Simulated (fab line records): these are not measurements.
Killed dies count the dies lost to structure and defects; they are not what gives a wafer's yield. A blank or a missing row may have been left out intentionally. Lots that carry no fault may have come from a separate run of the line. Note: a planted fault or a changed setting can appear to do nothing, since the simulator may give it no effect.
A struck lot beside a sound one ; flow sfq_line ; 37 steps out of a route of 325
Sound: these wafers, L147.1, L147.2, L147.6. Struck: wafers L160.1, L160.3, L160.5. The cause is given at the end.
Per side, at each step with rows, come the tool, then ch with its chambers, and then its first start. Under that, the readings that differ: sound wafers ; struck wafers ; difference of the means ; sigmas: that difference in standard deviations of wafers without a fault.
alike: words and numbers the same on both sides, and readings whose means are apart by under 2 such deviations; not compared: readings that were withheld, readings missing a value for some wafer, numbers with overlapping values and no deviation given by the record, and bounds like >300 which may hide the same value.
The two part at a step that has a row with sigmas, a row that says differs or no value, or rows on one side only. When numbers do not overlap yet have no deviation, they are printed without sigmas and do not part them. Lack of a reading on every wafer of one side parts them only where that side has two or more wafers.

SFQ_R5_THK_MEAS_934: measures by xrf.
  sound: film_metro-01 at day 52 21:47; struck: film_metro-04 at day 58 17:17
  alike: R5_MONX_THK
then, 6 steps without rows for these wafers: SFQ_TRILAYER_R5_LITHO_COAT_141 (resist thk 62 nm); SFQ_TRILAYER_R5_LITHO_COAT_136 (resist thk 600 nm); SFQ_TRILAYER_R5_LITHO_SOFTBAKE_140; SFQ_TRILAYER_R5_LITHO_EXPOSE_137 (exposes mask R5, target cd 500 nm); SFQ_TRILAYER_R5_LITHO_PEB_139 (peb time 60 s); SFQ_TRILAYER_R5_LITHO_DEVELOP_138 (time 60 s).
-- the record jumps here: 5 days lie between the struck wafers' starts before and after --
SFQ_R5_OVL_MEAS_935:
  sound: overlay-02 at day 53 01:15; struck: overlay-02 at day 63 09:01
reading;sound;struck;difference;sigmas
R5_OVL (nm);-14 -8 -9;7 10 4;+17;+3
SFQ_TRILAYER_R5_BARC_OPEN_METAL_ETCH_177: etches BARC in O2, target depth 125 nm, time 41.7 s.
  sound on rie_metal-04 ch 0,1, day 53 01:17; struck on rie_metal-01 ch 0,1, day 63 09:03
  alike: drypump_motor_current_A, oes_product_au
  not compared: rf_hours_counter_h
then, 1 step without rows for these wafers: SFQ_TRILAYER_R5_ETCH_METAL_ETCH_139 (etches the open film in Cl2, stops on SiO2, target depth 60 nm, time 40 s).
SFQ_TRILAYER_R5_STRIP_STRIP_140: strips in O2.
  sound on rie_metal-04 ch 0,1, day 53 01:24; struck on rie_metal-01 ch 0,1, day 63 09:10
  alike: drypump_motor_current_A, oes_product_au
  not compared: rf_hours_counter_h
then, 1 step without rows for these wafers: SFQ_TRILAYER_R5_STRIP_SOLV_CLEAN_141 (cleans in NMP, time 600 s).
SFQ_TRILAYER_A5C_DEP_PECVD_142: deposits SiO2 from SiH4/N2O, time 15.556 s, target thk 70 nm.
  sound on pecvd-02 ch 1,2, day 53 02:11; struck on pecvd-01 ch 1,2, day 63 09:56
reading;sound;struck;difference;sigmas
model.SiO2_of_TRILAYER_A5C_DEP_PECVD_142.thk_nm (nm);69.77 69.97 70.95;23.6 22.98 23.61;-46.8;
  alike: heater_power_w, throttle_valve_pct
then, 6 steps without rows for these wafers: SFQ_TRILAYER_I5_LITHO_COAT_149 (resist thk 62 nm); SFQ_TRILAYER_I5_LITHO_COAT_144 (resist thk 650 nm); SFQ_TRILAYER_I5_LITHO_SOFTBAKE_148; SFQ_TRILAYER_I5_LITHO_EXPOSE_145 (exposes mask I5, target cd 700 nm); SFQ_TRILAYER_I5_LITHO_PEB_147 (peb time 60 s); SFQ_TRILAYER_I5_LITHO_DEVELOP_146 (time 60 s).
-- the record jumps here: 5 days lie between the struck wafers' starts before and after --
SFQ_I5_OVL_MEAS_936:
  sound: overlay-01 at day 58 06:42; struck: overlay-02 at day 68 02:02
  alike: I5_OVL
then, 1 step without rows for these wafers: SFQ_TRILAYER_I5_BARC_OPEN_VIA_ETCH_200 (etches BARC in O2, target depth 125 nm, time 41.7 s).
SFQ_TRILAYER_I5_ETCH_VIA_ETCH_147: etches the open film in CHF3, stops on Nb, target depth 360 nm.
  sound on rie_diel-03 ch 0,1,3, day 58 06:46; struck on rie_diel-04 ch 0,2,3, day 68 02:07
  alike: drypump_motor_current_A, oes_product_au
then, 8 steps without rows for these wafers: SFQ_TRILAYER_I5_STRIP_STRIP_148 (strips in O2); SFQ_TRILAYER_I5_STRIP_SOLV_CLEAN_149 (cleans in NMP, time 600 s); SFQ_TRILAYER_C5_LITHO_COAT_156 (resist thk 62 nm); SFQ_TRILAYER_C5_LITHO_COAT_151 (resist thk 656.7 nm); SFQ_TRILAYER_C5_LITHO_SOFTBAKE_155; SFQ_TRILAYER_C5_LITHO_EXPOSE_152 (exposes mask C5, target cd 500 nm); SFQ_TRILAYER_C5_LITHO_PEB_154 (peb time 60 s); SFQ_TRILAYER_C5_LITHO_DEVELOP_153 (time 60 s).
-- the record jumps here: 4 days lie between the struck wafers' starts before and after --
SFQ_C5_OVL_MEAS_937:
  sound: overlay-01 at day 62 21:01; struck: overlay-02 at day 71 22:08
reading;sound;struck;difference;sigmas
C5_OVL (nm);5 8 7;-5 -4 -8;-12;-2
SFQ_TRILAYER_C5_BARC_OPEN_VIA_ETCH_210: etches BARC in O2, target depth 125 nm, time 41.7 s.
  sound on rie_diel-04 ch 0,2,3, day 62 21:03; struck on rie_diel-03 ch 1,2,3, day 71 22:10
  alike: drypump_motor_current_A, oes_product_au
  not compared: rf_hours_counter_h
SFQ_TRILAYER_C5_ETCH_VIA_ETCH_154: etches SiO2 in CHF3, stops on Nb, target depth 84 nm.
  sound on rie_diel-04 ch 0,2,3, day 62 21:05; struck on rie_diel-03 ch 1,2,3, day 71 22:13
reading;sound;struck;difference;sigmas
oes_product_au (a.u.);0.880 0.884 0.894;0.545 0.548 0.555;-0.337;-42
model.C5.feature_depth_nm (nm);69.77 69.97 70.95;23.6 22.98 23.61;-46.8;
model.etch.depth_nm (nm);69.77 69.97 70.95;23.6 22.98 23.61;-46.8;
  alike: drypump_motor_current_A
SFQ_TRILAYER_C5_STRIP_STRIP_155: strips in O2.
  sound on rie_metal-03 ch 0,1, day 62 21:08; struck on rie_metal-04 ch 0,1, day 71 22:15
reading;sound;struck;difference;sigmas
oes_product_au (a.u.);1.015 1.016 1.011;0.997 0.991 0.994;-0.020;-3
  alike: drypump_motor_current_A
  not compared: rf_hours_counter_h
then, 1 step without rows for these wafers: SFQ_TRILAYER_C5_STRIP_SOLV_CLEAN_156 (cleans in NMP, time 600 s).
SFQ_TRILAYER_M6_DEP_PRE_CLEAN_158: time 22.5 s.
  sound: pvd_sputter-05 at day 62 21:55; struck: pvd_sputter-05 at day 71 23:02
reading;sound;struck;difference;sigmas
model.SiO2_of_TRILAYER_A5C_DEP_PECVD_142.thk_nm (nm);62.27 62.47 63.45;16.1 15.48 16.11;-46.8;
then, 1 step without rows for these wafers: SFQ_TRILAYER_M6_DEP_SPUTTER_157 (material Nb, target thk 200 nm, time 133.3 s).

## WHERE THEY PART
At SFQ_R5_OVL_MEAS_935 first; at SFQ_TRILAYER_C5_STRIP_STRIP_155 last (within this record only).

WHY: the cause the simulator had injected
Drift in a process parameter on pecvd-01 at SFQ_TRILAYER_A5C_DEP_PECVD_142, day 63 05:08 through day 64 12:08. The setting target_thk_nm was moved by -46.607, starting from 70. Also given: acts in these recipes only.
